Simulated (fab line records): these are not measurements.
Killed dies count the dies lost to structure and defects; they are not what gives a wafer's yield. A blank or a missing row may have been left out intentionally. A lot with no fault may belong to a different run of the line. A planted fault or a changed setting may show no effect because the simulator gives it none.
Struck lot and sound lot, side by side / flow sky130 / 18 steps out of a route of 708
Sound: wafers L604.1, L604.5, L604.6. The struck wafers were L618.1, L618.2, L618.3. The cause comes at the end.
At each step with rows: each side's tool, then ch and its chambers, then its first start. Under that, the readings that differ: sound wafers / struck wafers / difference of the means / sigmas: that difference in standard deviations of wafers without a fault.
alike: readings whose means differ by less than 2 such deviations, and words and numbers that are the same on both sides. not compared: withheld readings, readings that some wafer has no value for, bounds like >300 that may hide the same value, and numbers for which the record gives no deviation and whose values overlap.
A row with sigmas, a row that says differs or no value, or rows on one side alone: a step with any of these is where the two part. Numbers that have no deviation but don't overlap get no sigmas and don't part them. A reading missing from all wafers of one side parts the sides only when that side holds two or more wafers.

first, 3 steps without rows for these wafers: SKY_SONOS_ONO_WET_ETCH_18 (etches Si3N4 in H3PO4, target depth 15 nm, time 172 s); SKY_GATE_OXIDE_CLEAN_00 (cleans in SC1/SC2, time 150 s); SKY_GATE_OXIDE_OXIDATION_01 (stabilise 600 s, purge 300 s, target thk 10.268 nm).
SKY_GATE_OXIDE_THK_MEAS_02:
  sound: film metro-04 at day 14 06:21; struck: film metro-04 at day 19 02:48
  alike: GATE_OXIDE_OXIDATION_00_THK
then, 7 steps without rows for these wafers: SKY_GATE_OXIDE_DEHYDRATE_03 (time 60 s); SKY_GATE_OXIDE_HMDS_04 (prime time 60 s); SKY_GATE_OXIDE_COAT_05 (resist thk 1140 nm); SKY_GATE_OXIDE_SOFTBAKE_06 (time 60 s); SKY_GATE_OXIDE_EXPOSE_07 (exposes mask LVOM, target cd 600 nm); SKY_GATE_OXIDE_PEB_08; SKY_GATE_OXIDE_DEVELOP_09 (develop time 60 s).
SKY_GATE_OXIDE_OVL_MEAS_10:
  sound: overlay-01 at day 15 08:24; struck: overlay-01 at day 20 09:53
  alike: GATE_OXIDE_OVL
SKY_GATE_OXIDE_IMPLANT_11:
  sound on implanter-03 ch 0, day 15 08:26; struck on implanter-03 ch 0, day 20 10:14
then, 1 step without rows for these wafers: SKY_GATE_OXIDE_WET_ETCH_12 (etches SiO2 in dHF, target depth 16.8 nm, time 336 s).
SKY_GATE_OXIDE_STRIP_13: strips in O2/N2.
  sound on plasma asher-01 ch 0,1, day 15 08:43; struck on plasma asher-01 ch 0,1, day 20 10:30
  alike: drypump motor current A, oes product au, strip time to endpoint s
  not compared: rf hours counter h
SKY_GATE_OXIDE_TW_MEAS_14:
  sound: film metro-04 at day 15 08:49; struck: film metro-01 at day 20 10:36
reading=GATE_OXIDE_TW; sound=227.1 227.9 226.3; struck=273.8 274.5 277.1; difference=+48.0; sigmas=+21
then, 1 step without rows for these wafers: SKY_GATE_OXIDE_CLEAN_15 (cleans in SC1/SC2, time 150 s).
-- record jumps: 30 days separate the struck wafers' starts on either side; left off in module GATE_OXIDE, taken up again in module PAD_OPEN, whose first shown step is the route's number 708 --
SKY_PAD_OPEN_PROBE_99:
  rows exist in the record for the struck wafers here (prober-01, day 50 01:59), but not for the sound ones

WHERE THEY PART
Last at SKY_PAD_OPEN_PROBE_99 as far as this record goes, first at SKY_GATE_OXIDE_TW_MEAS_14.

WHY: whatever the simulator had introduced
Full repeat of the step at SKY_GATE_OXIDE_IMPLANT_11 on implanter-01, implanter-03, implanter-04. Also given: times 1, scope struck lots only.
